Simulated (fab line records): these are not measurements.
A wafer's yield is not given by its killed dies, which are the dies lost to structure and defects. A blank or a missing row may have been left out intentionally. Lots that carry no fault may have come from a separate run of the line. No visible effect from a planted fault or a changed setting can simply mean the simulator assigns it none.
fab line records -- flow sfq_line -- part 2 of 2: steps 28 to 38 of 38
record: lots: 5, wafers: 15, last_day: 80
route steps=325 shown M1@72 I1@73 M2@88 I2@103
lots that met no fault: taken from a fault-free run of the same line
start_h: hours from the record's first day to the start of the lot's first wafer shown -- wait_h: how many hours have passed since the lot's step before this one -- " same as the row above -- L1.1+2: a single row standing in for several wafers -- - no value, or no start was given -- * or withheld: withheld -- < > ~ a bound
route shown NAME@n: names a module that has steps shown in the file, with the first one's number in the route -- usual: the fault-free wafers' mean and standard deviation -- same: alike in all rows -- chamber/n: place in a boat -- sites: the reading at each site -- _std_site: standard deviation of those values -- _edge_site: outer sites' mean less inner sites' -- radius_mm: how far each site lies from the wafer's centre -- mask NAME#n: copy n -- behind: the last tool/chamber to shape the wafer -- hold: reason for holding the lot/hours on hold/outcome of the hold -- device: the n, p or np transistor that did not switch -- end of line: the route-end tests of the same wafers -- step lacking rows: just its recipe -- killed: not the wafer's yield, but the dies lost to structure and defects at the first sort -- map: the dies of a wafer, with x for killed, . for not killed, _ for no die there
set.NAME: the run value of the setting; set.NAME@STEP: its run value at that earlier step -- model.NAME: the simulator's own value behind a step, which no gauge read
lots seen at some steps along the route; tables by step, rows by wafer
services: a tool's chamber out of use, with start hour (start_h, from the record's first day; less than 0 if before it), hours out, and reason
== steps ==
step: SFQ_TRILAYER_M2_ETCH_METAL_ETCH_060
recipe: target: Nb, stop_on: SiO2, mask_material: PR, chemistry: Cl2/Ar, target_depth_nm: 240, icp_w: 600, bias_w: 80, pressure_mtorr: 10, time_s: 120
usual: drypump_motor_current_A: 5.6/0.6, oes_product_au: 0.895/0.007
same: time_s: 120
lot.wafer,tool,chamber,start_h,wait_h,drypump_motor_current_A,oes_product_au,rf_hours_counter_h
L078.2,rie_metal-04,1,660.66,0.0,4.8,0.904,15
L078.5,rie_metal-04,1,660.66,0.0,4.7,0.897,-
L078.6,rie_metal-04,0,660.66,0.0,5.7,0.900,-
L085.1,rie_metal-04,0,866.27,0.0,5.6,0.896,63
L085.2,rie_metal-04,1,866.27,0.0,4.8,0.899,43
L085.3,rie_metal-04,0,866.27,0.0,5.7,0.905,-
L086.2,rie_metal-03,0,872.37,0.1,5.5,0.897,-
L086.3,rie_metal-03,0,872.37,0.1,5.5,0.885,-
L086.4,rie_metal-03,0,872.37,0.1,5.5,0.885,-
L087.1,rie_metal-04,0,878.27,0.0,5.7,0.889,64
L087.2,rie_metal-04,1,878.27,0.0,4.7,0.899,45
L087.5,rie_metal-04,1,878.27,0.0,4.7,0.896,-
L094.1,rie_metal-04,0,954.97,0.0,5.6,0.891,75
L094.3,rie_metal-04,1,954.97,0.0,4.7,0.909,-
L094.4,rie_metal-04,0,954.97,0.0,5.7,0.902,-
step: SFQ_TRILAYER_M2_STRIP_STRIP_061
recipe: gas: O2, power_w: 200, platen_temp_c: 40, overash_fraction: 0.65, chemistry: O2, pressure_mtorr: 50
usual: drypump_motor_current_A: 5.6/0.6, oes_product_au: 1.003/0.0085
lot.wafer,tool,chamber,start_h,wait_h,drypump_motor_current_A,oes_product_au,rf_hours_counter_h
L078.2,rie_metal-04,1,660.78,0.1,4.8,1.003,15
L078.5,rie_metal-04,1,660.78,0.1,4.8,0.999,-
L078.6,rie_metal-04,0,660.78,0.1,5.6,0.999,-
L085.1,rie_metal-04,0,866.40,0.1,5.6,1.000,63
L085.2,rie_metal-04,1,866.40,0.1,4.7,1.003,44
L085.3,rie_metal-04,0,866.40,0.1,5.6,1.005,-
L086.2,rie_metal-03,0,872.78,0.4,5.5,1.018,-
L086.3,rie_metal-03,0,872.78,0.4,5.5,1.007,-
L086.4,rie_metal-03,0,872.78,0.4,5.5,1.012,-
L087.1,rie_metal-04,0,878.40,0.1,5.7,1.007,64
L087.2,rie_metal-04,1,878.40,0.1,4.8,1.003,45
L087.5,rie_metal-04,1,878.40,0.1,4.7,1.001,-
L094.1,rie_metal-04,0,955.09,0.1,5.7,0.992,76
L094.3,rie_metal-04,1,955.09,0.1,4.8,1.003,-
L094.4,rie_metal-04,0,955.09,0.1,5.7,0.991,-
step: SFQ_TRILAYER_M2_STRIP_SOLV_CLEAN_062
recipe: chemistry: NMP, temp_c: 70, time_s: 600
usual: bath_guard_temp_C: 69.8/0.52
same: time_s: 600
lot.wafer,tool,chamber,start_h,wait_h,bath_guard_temp_C
L078.2,wet_bench-04,2,661.38,0.4,70.5
L078.5,wet_bench-04,3,661.38,0.4,69.3
L078.6,wet_bench-04,6,661.38,0.4,69.8
L085.1,wet_bench-02,4,867.00,0.4,70.0
L085.2,wet_bench-02,1,867.00,0.4,69.7
L085.3,wet_bench-02,6,867.00,0.4,69.7
L086.2,wet_bench-04,7,873.78,0.8,70.0
L086.3,wet_bench-04,0,873.78,0.8,68.7
L086.4,wet_bench-04,4,873.78,0.8,69.2
L087.1,wet_bench-04,3,879.00,0.4,69.5
L087.2,wet_bench-04,2,879.00,0.4,70.0
L087.5,wet_bench-04,7,879.00,0.4,70.2
L094.1,wet_bench-02,3,955.69,0.4,69.8
L094.3,wet_bench-02,0,955.69,0.4,69.5
L094.4,wet_bench-02,7,955.69,0.4,69.6
step: SFQ_TRILAYER_I2_DEP_PECVD_063
recipe: material: SiO2, temp_c: 150, time_s: 111.11, pressure_torr: 2.4, rf_w: 183.3, precursor: SiH4/N2O, target_thk_nm: 500
usual: heater_power_w: 84/15, throttle_valve_pct: 24.1/0.94
same: time_s: 111.11
lot.wafer,tool,chamber,start_h,wait_h,heater_power_w,throttle_valve_pct
L078.2,pecvd-01,2,661.56,0.0,81,23.8
L078.5,pecvd-01,2,661.56,0.0,85,23.6
L078.6,pecvd-01,1,661.56,0.0,109,23.1
L085.1,pecvd-04,0,867.17,0.0,86,23.9
L085.2,pecvd-04,2,867.17,0.0,103,25.7
L085.3,pecvd-04,1,867.17,0.0,99,24.3
L086.2,pecvd-02,0,873.96,0.0,53,25.1
L086.3,pecvd-02,2,873.96,0.0,74,25.8
L086.4,pecvd-02,0,873.96,0.0,57,25.0
L087.1,pecvd-04,0,879.17,0.0,72,23.9
L087.2,pecvd-04,1,879.17,0.0,96,24.2
L087.5,pecvd-04,2,879.17,0.0,94,25.5
L094.1,pecvd-04,2,955.87,0.0,92,25.8
L094.3,pecvd-04,0,955.87,0.0,76,24.2
L094.4,pecvd-04,2,955.87,0.0,98,25.6
step: SFQ_TRILAYER_I2_CMP_CMP_064
recipe: material: SiO2, down_force_psi: 3, platen_rpm: 60, pad_velocity_m_s: 0.94248
usual: head_pressure_psi: 3.000/0.0069, motor_current_A: 10.4/0.91, retaining_ring_pressure_frac: 1.000/0.005, time_to_endpoint_s: 217/9.7
lot.wafer,tool,chamber,start_h,wait_h,head_pressure_psi,motor_current_A,retaining_ring_pressure_frac,time_to_endpoint_s
L078.2,cmp-02,0,661.63,0.0,2.991,11.8,1.003,218
L078.5,cmp-02,0,663.63,2.0,3.008,11.6,1.001,223
L078.6,cmp-02,1,663.63,2.0,2.999,10.2,1.005,234
L085.3,cmp-02,0,878.78,11.6,3.014,11.8,0.997,208
L085.2,cmp-02,1,878.78,11.6,3.004,9.5,1.012,209
L085.1,cmp-02,2,878.78,11.6,3.000,11.4,1.003,202
L086.2,cmp-02,0,890.78,16.8,2.996,10.9,1.003,204
L086.4,cmp-02,1,890.78,16.8,2.998,10.0,0.999,223
L086.3,cmp-02,2,890.78,16.8,3.002,11.0,0.993,206
L087.2,cmp-02,3,899.28,20.1,3.003,10.6,1.003,208
L087.1,cmp-02,0,899.28,20.1,3.006,11.2,0.998,220
L087.5,cmp-02,3,901.28,22.0,3.006,10.9,1.001,219
L094.1,cmp-01,1,956.96,1.0,3.011,8.4,1.009,208
L094.3,cmp-01,2,956.96,1.0,3.003,11.0,0.996,214
L094.4,cmp-01,3,956.96,1.0,2.996,9.0,0.993,214
step: SFQ_I2_BOW_MEAS_917
recipe: mode: bow
usual: I2_BOW: 4/9.1
lot.wafer,tool,chamber,start_h,wait_h,I2_BOW[um]
L078.2,film_metro-02,-,664.65,2.5,-4
L078.5,film_metro-02,-,664.65,2.5,-9
L078.6,film_metro-02,-,664.65,2.5,8
L085.1,film_metro-04,-,881.28,1.0,10
L085.2,film_metro-04,-,881.28,1.0,18
L085.3,film_metro-04,-,881.28,1.0,11
L086.2,film_metro-02,-,893.30,2.0,4
L086.3,film_metro-02,-,893.30,2.0,-6
L086.4,film_metro-02,-,893.30,2.0,9
L087.1,film_metro-04,-,902.28,2.0,0
L087.2,film_metro-04,-,902.28,2.0,-4
L087.5,film_metro-04,-,902.28,2.0,-12
L094.1,film_metro-04,-,959.65,2.2,-1
L094.3,film_metro-04,-,959.65,2.2,-1
L094.4,film_metro-04,-,959.65,2.2,12
step: SFQ_TRILAYER_I2_METRO_MEASURE_065
usual: thk_nm: 200.3/1.3
lot.wafer,tool,chamber,start_h,wait_h,thk_nm
L078.2,film_metro-02,-,664.95,0.3,200.9
L078.5,film_metro-02,-,664.95,0.3,200.4
L078.6,film_metro-02,-,664.95,0.3,201.8
L085.1,film_metro-04,-,881.40,0.1,199.0
L085.2,film_metro-04,-,881.40,0.1,200.9
L085.3,film_metro-04,-,881.40,0.1,200.0
L086.2,film_metro-02,-,893.60,0.3,199.7
L086.3,film_metro-02,-,893.60,0.3,198.5
L086.4,film_metro-02,-,893.60,0.3,201.2
L087.1,film_metro-04,-,902.40,0.1,201.5
L087.2,film_metro-04,-,902.40,0.1,199.8
L087.5,film_metro-04,-,902.40,0.1,198.7
L094.1,film_metro-04,-,959.77,0.1,200.0
L094.3,film_metro-04,-,959.77,0.1,201.7
L094.4,film_metro-04,-,959.77,0.1,201.5
step: SFQ_TRILAYER_I2_VIA_LITHO_COAT_072
recipe: resist: BARC, spin_rpm: 3000, resist_thk_nm: 62
lot.wafer,tool,chamber,start_h,wait_h
L078.2+5+6,litho_track-01,0,666.00,0.8
L085.1+2+3,litho_track-03,0,882.60,1.0
L086.2+3+4,litho_track-01,0,894.65,0.8
L087.1+2+5,litho_track-01,0,903.60,1.0
L094.1+3+4,litho_track-03,0,960.97,1.0
step: SFQ_TRILAYER_I2_VIA_LITHO_COAT_067
recipe: resist: KrF, spin_rpm: 3000, resist_thk_nm: 650
lot.wafer,tool,chamber,start_h,wait_h
L078.2+5+6,litho_track-01,0,666.30,0.2
L085.1+2+3,litho_track-03,0,882.90,0.2
L086.2+3+4,litho_track-01,0,894.95,0.2
L087.1+2+5,litho_track-01,0,903.90,0.2
L094.1+3+4,litho_track-03,0,961.27,0.2
step: SFQ_TRILAYER_I2_VIA_LITHO_SOFTBAKE_071
recipe: temp_c: withheld, time_s: withheld, resist: KrF
lot.wafer,tool,chamber,start_h,wait_h
L078.2+5+6,litho_track-01,0,666.58,0.2
L085.1+2+3,litho_track-03,0,883.20,0.2
L086.2+3+4,litho_track-01,0,895.23,0.2
L087.1+2+5,litho_track-01,0,904.20,0.2
L094.1+3+4,litho_track-03,0,961.57,0.2
step: SFQ_TRILAYER_I2_VIA_LITHO_EXPOSE_068
recipe: mask_id: I2, na: 0.6, source_shape: conventional, sigma_outer: 0.65, target_cd_nm: 500, dose_mj: 21.3
lot.wafer,tool,chamber,start_h,wait_h,mask
L078.2+5+6,krf_scanner-01,0,821.34,-,I2#0
L085.1+2+3,krf_scanner-02,0,1018.06,-,I2#0
L086.2+3+4,krf_scanner-01,0,1028.90,-,I2#0
L087.1+2+5,krf_scanner-01,0,1035.90,-,I2#0
L094.1+3+4,krf_scanner-01,0,1101.90,-,I2#0
== services ==
tool,chamber,start_h,hours,kind
krf_scanner-01,-,475.94,3.6,pm
krf_scanner-01,-,479.50,1.0,pm
krf_scanner-01,-,487.25,0.8,pm
cmp-02,-,516.68,0.4,repair
rie_metal-04,1,579.05,1.0,repair
krf_scanner-01,-,582.05,4.4,pm
cmp-02,-,594.91,2.2,repair
krf_scanner-01,-,600.47,1.3,pm
cmp-02,-,629.39,1.7,repair
krf_scanner-01,-,646.90,1.0,pm
krf_scanner-01,-,655.72,0.8,pm
rie_metal-04,0,669.49,9.3,repair
rie_metal-04,-,701.51,0.7,repair
rie_metal-04,-,766.93,1.4,pm
krf_scanner-01,-,776.75,1.3,pm
rie_metal-04,1,781.08,20.5,repair
krf_scanner-01,-,815.22,1.0,pm
krf_scanner-01,-,824.74,0.8,pm
krf_scanner-01,-,878.36,2.4,repair
krf_scanner-01,-,953.24,1.3,pm
krf_scanner-01,-,969.93,0.9,repair
krf_scanner-01,-,984.50,1.0,pm
krf_scanner-01,-,986.22,1.1,repair
krf_scanner-01,-,994.48,0.8,pm
